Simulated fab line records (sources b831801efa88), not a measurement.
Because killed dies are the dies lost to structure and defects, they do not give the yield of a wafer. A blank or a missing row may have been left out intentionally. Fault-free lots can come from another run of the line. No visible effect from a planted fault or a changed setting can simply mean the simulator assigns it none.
Chamber matching    flow gf180mcu    GF_V4_CMP_04 on cmp-01: 4 sister chambers
The step polishes SiO2. 14 wafers are shown with their chamber, then 7 later ones without.

== WAFERS PAIRED WITH THEIR CHAMBERS ==
wafer   chamber  motor_current_A (A)  time_to_endpoint_s (s)
L761.2  2        11.2                 83
L761.5  2        10.8                 92
L761.6  1        11.2                 82
L764.1  1        11.4                 68
L764.2  3        10.2                 82
L764.5  1        11.2                 75
L766.1  3        10.5                 90
L766.4  2        11.3                 97
L766.5  2        11.1                 93
L771.4  0        12.2                 82
L771.5  0        11.7                 80
L771.6  1        11.6                 81
L773.1  2        10.8                 83
L773.2  1        11.3                 74

SIGNATURES (averages over the wafers above)
reading             chamber 0  chamber 1  chamber 2  chamber 3  scatter within a chamber
motor_current_A     11.950     11.340     11.040     10.350     0.222
time_to_endpoint_s  81.00      76.00      89.60      86.00      5.69
Rule: distance of a wafer from a chamber = root of the sum over the readings of ((wafer's reading minus chamber's mean) / reading's scatter) squared. If the next closest chamber is less than 2 further off than the closest, the wafer can't be placed; otherwise it belongs to the closest. The scatter: take each reading less its chamber's mean, square it, sum over the shown wafers, divide by the number of wafers less the number of chambers, and take the root.

== WAFERS WHOSE CHAMBER IS MISSING ==
wafer   motor_current_A (A)  time_to_endpoint_s (s)
L773.3  10.1                 79
L774.1  9.8                  87
L774.5  10.1                 92
L774.6  11.0                 99
L781.1  10.8                 84
L781.4  10.0                 89
L781.5  10.2                 82

== WHICH CHAMBER EACH ONE RAN IN ==
wafer   from the rows above           in truth
L773.3  3                             3
L774.1  3                             3
L774.5  3                             3
L774.6  2                             2
L781.1  can't be placed: 2 or 3 or 1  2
L781.4  3                             3
L781.5  3                             3
Placed correctly: 6 of 7. From these rows, 1 cannot be placed; in 1 the true chamber is one of the candidates. Wrongly placed: 0.
